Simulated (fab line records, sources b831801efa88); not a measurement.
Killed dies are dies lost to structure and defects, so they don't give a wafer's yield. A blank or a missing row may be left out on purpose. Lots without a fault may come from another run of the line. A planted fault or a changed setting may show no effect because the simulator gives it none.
A struck lot beside a sound one | flow sky130 | 16 steps out of a route of 708
Sound: wafers L598.1, L598.5, L598.6. Struck: wafer L606.3. (L606.2, L606.4 of the same lot were not struck and are left out.) The cause comes at the end.
At each step with rows: each side's tool, then ch and its chambers, then its first start. Under that, the readings that differ: sound wafers | struck wafers | difference of the means | sigmas: that difference in standard deviations of wafers without a fault.
alike: readings whose means differ by less than 2 such deviations, and words and numbers that are the same on both sides. not compared: withheld readings, readings that some wafer has no value for, bounds like >300 that may hide the same value, and numbers for which the record gives no deviation and whose values overlap.
The two part at a step that has a row with sigmas, a row that says differs or no value, or rows on one side only. Numbers that don't overlap but have no deviation are shown without sigmas and don't part them. A reading that every wafer of one side lacks parts them only if that side has two wafers or more.

SKY_LI_CONTACT_BOW_MEAS_03:
  sound on film_metro-03, day 28 13:16; struck on film_metro-04, day 31 20:14
  alike: LI_CONTACT_BOW
then, 8 steps without rows for these wafers: SKY_LI_CONTACT_DEHYDRATE_04 (time 60 s); SKY_LI_CONTACT_HMDS_05 (prime time 60 s); SKY_LI_CONTACT_COAT_06 (resist thk 60 nm); SKY_LI_CONTACT_COAT_07 (resist thk 450 nm); SKY_LI_CONTACT_SOFTBAKE_08 (time 90 s); SKY_LI_CONTACT_EXPOSE_09 (exposes mask LICM1, target cd 170 nm); SKY_LI_CONTACT_PEB_10; SKY_LI_CONTACT_DEVELOP_11 (develop time 60 s).
SKY_LI_CONTACT_CD_MEAS_12: target cd 170 nm.
  sound on cd_sem-02, day 29 18:27; struck on cd_sem-01, day 33 00:18
  alike: cd_nm
SKY_LI_CONTACT_OVL_MEAS_13:
  sound on overlay-01, day 29 18:34; struck on overlay-01, day 33 00:25
  alike: LI_CONTACT_OVL
SKY_LI_CONTACT_ETCH_14: etches BARC in N2/H2, stops on SiO2, time 45.9 s, target depth 60 nm.
  sound on rie_diel-04 ch 0,3, day 29 18:37; struck on rie_diel-01 ch 0, day 33 00:26
  reading            | sound             | struck | difference | sigmas
  rf_fwd_power_W (W) | 495.9 498.4 498.4 | 491.0  | -6.6       | -3
  alike: drypump_motor_current_A, oes_product_au, throttle_valve_pct
  not compared: rf_hours_counter_h
SKY_LI_CONTACT_ETCH_15: etches PSG in C4F8/O2/Ar, stops on Si, target depth 600 nm.
  sound on rie_diel-04 ch 0,3, day 29 18:39; struck on rie_diel-01 ch 0, day 33 00:29
  reading                                           | sound             | struck | difference | sigmas
  oes_product_au (a.u.)                             | 0.835 0.834 0.839 | 0.757  | -0.079     | -17
  model.etch.depth_nm (nm)                          | 596.5 596.9 595.1 | 498.8  | -97.4      |
  model.LI_CONTACT.feature_depth_nm (nm)            | 596.6 596.9 595.1 | 498.8  | -97.4      |
  model.KrF-thick_of_LI_CONTACT_COAT_07.thk_nm (nm) | 236.3 236.7 228.8 | 294.2  | +60.3      |
  alike: rf_fwd_power_W
SKY_LI_CONTACT_STRIP_16: strips in O2/N2.
  sound on plasma_asher-01 ch 0,1, day 29 18:44; struck on plasma_asher-01 ch 0, day 33 00:34
  reading                      | sound             | struck | difference | sigmas
  oes_product_au (a.u.)        | 0.385 0.375 0.374 | 0.403  | +0.025     | +5
  strip_time_to_endpoint_s (s) | 3.54 3.56 3.47    | 4.16   | +0.64      | +15
  alike: drypump_motor_current_A
  not compared: rf_hours_counter_h
then, 1 step without rows for these wafers: SKY_LI_CONTACT_CLEAN_17 (cleans in NMP, time 600 s).
-- the record jumps here: 16 days lie between the struck wafers' starts before and after (it left off in module LI_CONTACT and takes up again in module PAD_OPEN, whose first step shown is number 708 of the route) --
SKY_PAD_OPEN_PROBE_99:
  sound on prober-01, day 46 12:13; struck on prober-01, day 48 20:53
  reading             | sound    | struck | difference | sigmas
  killed_at_M4_up     | 6 6 8    | 1      | -6         | -3
  killed_at_contacts  | 18 18 17 | 426    | +408       | +83
  killed_at_front_end | 16 12 6  | 23     | +12        | +3
  killed_dies         | 94 87 90 | 492    | +402       | +44
  killed_on_rim       | 22 20 23 | 96     | +74        | +20
  alike: killed_at_M0_to_M3, killed_at_other, killed_open, killed_short

WHERE THEY PART
First at SKY_LI_CONTACT_ETCH_14; last, within this record, at SKY_PAD_OPEN_PROBE_99.

WHY: what the simulator had put in
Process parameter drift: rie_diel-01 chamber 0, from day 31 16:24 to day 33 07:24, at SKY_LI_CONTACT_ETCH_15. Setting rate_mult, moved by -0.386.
